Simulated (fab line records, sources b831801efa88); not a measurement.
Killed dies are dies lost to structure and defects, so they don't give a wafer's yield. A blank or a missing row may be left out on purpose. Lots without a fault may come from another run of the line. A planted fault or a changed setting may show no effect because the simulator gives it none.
Which tool did it? | flow gf180mcu | 12 lots, 36 wafers sampled, at 6 steps of a route of 602

WHAT THE GAUGES READ, wafer by wafer
GF_VT_IMPLANT_RS_MEAS_46: measures by four-point-probe.
lot  | measured     | on            | MVSD_RS (ohm/sq)
L218 | day 7 15:08  | film_metro-04 | 457.6 456.4 457.8
L219 | day 7 22:33  | film_metro-04 | 457.1 456.2 457.2
L220 | day 8 00:43  | film_metro-04 | 457.7 457.6 457.0
L221 | day 8 09:54  | film_metro-03 | 455.1 455.6 454.9
L225 | day 9 12:20  | film_metro-03 | 456.8 455.7 456.8
L228 | day 10 13:01 | film_metro-03 | 455.1 456.0 456.4
L231 | day 11 04:16 | film_metro-02 | 457.1 456.7 456.3
L235 | day 12 07:34 | film_metro-02 | 456.4 455.3 454.9
L238 | day 13 07:01 | film_metro-04 | 454.4 455.9 455.3
L239 | day 13 18:14 | film_metro-03 | 457.6 457.8 457.5
L240 | day 14 03:11 | film_metro-02 | 454.5 455.6 456.3
L241 | day 14 09:32 | film_metro-04 | 455.5 455.3 456.4

GF_HV_LDD_THK_MEAS_57.
lot  | measured     | on            | HV_LDD_CVD_56_THK (nm)
L218 | day 12 15:34 | film_metro-04 | 91.3 91.4 90.5
L219 | day 12 23:53 | film_metro-04 | 89.9 90.0 89.5
L220 | day 13 03:04 | film_metro-03 | 91.1 90.6 90.2
L221 | day 13 10:40 | film_metro-04 | 89.8 89.3 90.1
L225 | day 14 20:04 | film_metro-04 | 89.4 90.2 90.5
L228 | day 16 01:54 | film_metro-04 | 89.2 88.7 89.4
L231 | day 16 21:58 | film_metro-04 | 88.4 89.5 89.3
L235 | day 18 06:15 | film_metro-04 | 89.4 89.1 89.3
L238 | day 19 11:29 | film_metro-03 | 91.0 90.5 91.3
L239 | day 19 20:14 | film_metro-02 | 90.1 90.6 89.9
L240 | day 20 07:48 | film_metro-02 | 90.2 90.3 89.9
L241 | day 20 17:04 | film_metro-04 | 89.2 89.9 89.1

GF_NSD_CD_MEAS_07: target cd 400 nm.
lot  | measured     | on        | cd_nm (nm)
L218 | day 13 11:22 | cd_sem-02 | 401.8 402.4 399.1
L219 | day 13 19:41 | cd_sem-02 | 401.4 398.5 400.1
L220 | day 13 23:35 | cd_sem-02 | 394.4 397.5 393.8
L221 | day 14 06:54 | cd_sem-02 | 397.9 398.1 399.3
L225 | day 15 17:59 | cd_sem-02 | 394.5 396.6 392.9
L228 | day 16 23:54 | cd_sem-02 | 388.3 387.1 389.4
L231 | day 17 20:47 | cd_sem-02 | 389.5 390.1 389.0
L235 | day 19 05:50 | cd_sem-01 | 394.7 394.6 395.1
L238 | day 20 11:38 | cd_sem-01 | 399.6 399.3 396.8
L239 | day 20 20:00 | cd_sem-01 | 400.1 400.1 399.0
L240 | day 21 07:55 | cd_sem-01 | 402.9 400.0 399.4
L241 | day 21 17:25 | cd_sem-02 | 395.1 394.4 395.0

GF_SAB_CD_MEAS_09: target cd 420 nm.
lot  | measured     | on        | cd_nm (nm)
L218 | day 15 06:08 | cd_sem-02 | 424.3 424.3 425.3
L219 | day 15 14:38 | cd_sem-01 | 421.0 420.4 420.1
L220 | day 15 19:21 | cd_sem-02 | 426.1 425.1 425.3
L221 | day 16 03:49 | cd_sem-02 | 421.3 421.0 423.9
L225 | day 17 16:15 | cd_sem-01 | 420.3 423.2 423.3
L228 | day 18 23:47 | cd_sem-02 | 420.0 419.3 417.7
L231 | day 19 21:48 | cd_sem-01 | 419.0 419.5 419.5
L235 | day 21 07:10 | cd_sem-01 | 422.3 419.9 422.3
L238 | day 22 12:19 | cd_sem-01 | 423.7 420.9 425.2
L239 | day 22 19:40 | cd_sem-02 | 418.9 420.5 420.6
L240 | day 23 08:08 | cd_sem-01 | 420.6 419.8 420.8
L241 | day 23 16:23 | cd_sem-02 | 423.2 422.8 421.2

WHICH TOOL RAN EACH LOT (tool, then ch and the chambers of the sampled wafers, then the start)
lot  | GF_NSD_COAT_02                    | GF_NSD_STRIP_11
L218 | litho_track-01 ch 0, day 13 00:59 | plasma_asher-02 ch 0,1, day 13 11:49
L219 | litho_track-04 ch 0, day 13 09:31 | plasma_asher-01 ch 0,1, day 13 20:08
L220 | litho_track-04 ch 0, day 13 13:11 | plasma_asher-04 ch 0,1, day 14 00:01
L221 | litho_track-01 ch 0, day 13 20:20 | plasma_asher-04 ch 0,1, day 14 07:21
L225 | litho_track-04 ch 0, day 15 06:50 | plasma_asher-04 ch 0, day 15 18:25
L228 | litho_track-04 ch 0, day 16 12:47 | plasma_asher-02 ch 0,1, day 17 00:20
L231 | litho_track-04 ch 0, day 17 09:11 | plasma_asher-01 ch 0,1, day 17 21:13
L235 | litho_track-01 ch 0, day 18 17:41 | plasma_asher-02 ch 0,1, day 19 06:18
L238 | litho_track-01 ch 0, day 19 23:23 | plasma_asher-01 ch 0,1, day 20 12:06
L239 | litho_track-04 ch 0, day 20 07:25 | plasma_asher-04 ch 0,1, day 20 20:27
L240 | litho_track-01 ch 0, day 20 20:04 | plasma_asher-02 ch 0,1, day 21 08:21
L241 | litho_track-04 ch 0, day 21 05:16 | plasma_asher-02 ch 0,1, day 21 17:52
- GF_NSD_COAT_02: resist thk 1000 nm.
- GF_NSD_STRIP_11: strips in O2/N2.

WHAT THE TOOLS THEMSELVES READ (means of the sampled wafers that have a number; where no wafer has one, the mark that the record gives instead)
GF_NSD_COAT_02.
lot  | tool           | spin_speed_rpm (rpm)
L218 | litho_track-01 | 2999.4
L219 | litho_track-04 | 3001.5
L220 | litho_track-04 | 3000.0
L221 | litho_track-01 | 3000.2
L225 | litho_track-04 | 3001.8
L228 | litho_track-04 | 2280.9
L231 | litho_track-04 | 2278.1
L235 | litho_track-01 | 3002.8
L238 | litho_track-01 | 2999.9
L239 | litho_track-04 | 2998.4
L240 | litho_track-01 | 3000.6
L241 | litho_track-04 | 3001.2

GF_NSD_STRIP_11.
lot  | tool            | chamber_pressure_mTorr (mTorr) | drypump_motor_current_A (A) | heater_power_w (W) | oes_product_au (a.u.) | platen_temp_c (C) | strip_time_to_endpoint_s (s)
L218 | plasma_asher-02 | 1502.2                         | 5.1                         | 354                | 0.489                 | 249.97            | 22.99
L219 | plasma_asher-01 | 1499.1                         | 5.8                         | 331                | 0.489                 | 250.03            | 22.96
L220 | plasma_asher-04 | 1500.6                         | 6.0                         | 327                | 0.486                 | 249.98            | 23.01
L221 | plasma_asher-04 | 1499.9                         | 5.9                         | 323                | 0.488                 | 250.03            | 22.97
L225 | plasma_asher-04 | 1500.8                         | 6.2                         | 314                | 0.490                 | 249.94            | 22.96
L228 | plasma_asher-02 | 1498.9                         | 5.1                         | 349                | 0.505                 | 249.86            | 24.62
L231 | plasma_asher-01 | 1499.2                         | 5.8                         | 331                | 0.503                 | 249.93            | 24.64
L235 | plasma_asher-02 | 1500.2                         | 5.2                         | 335                | 0.488                 | 250.01            | 22.95
L238 | plasma_asher-01 | 1500.2                         | 5.8                         | 331                | 0.488                 | 249.95            | 22.96
L239 | plasma_asher-04 | 1500.3                         | 5.7                         | 339                | 0.485                 | 249.91            | 23.01
L240 | plasma_asher-02 | 1498.4                         | 5.1                         | 353                | 0.480                 | 250.28            | 23.03
L241 | plasma_asher-02 | 1501.9                         | 5.2                         | 332                | 0.494                 | 250.02            | 23.00

THE ANSWER, worked out from the rows above alone
Rule: what is usual is taken from the lots themselves. Put in order of their means at a reading, lots are off if they are a third of the lots or fewer, leave a main group of 4 or more, and stand apart from it by a gap of 3 or more times the standard deviation of the main group's means; of several such gaps the widest counts. A main group whose means are all the same, to the digits that the tables above print for the reading, isn't used. A lot without any number at a reading at which 4 lots or more have one is off too. The other lots that the step has rows for count as sound. The gauges are gone through in route order, then the tools' own readings, and for those a lot's mean is taken as printed above. The first step at which some lot is off is used, and at that step the reading that is off furthest; a lot without a number counts as furthest.
Off: L228, L231, at GF_NSD_COAT_02 (spin_speed_rpm). The main group: mean 3000.6 rpm, standard deviation 1.2.
A tool fits if, at that step or a process step before it, it ran every lot that is off, and no sound lot after the first of them. None of those tried fits.

WHAT THE SIMULATOR HAD PUT IN
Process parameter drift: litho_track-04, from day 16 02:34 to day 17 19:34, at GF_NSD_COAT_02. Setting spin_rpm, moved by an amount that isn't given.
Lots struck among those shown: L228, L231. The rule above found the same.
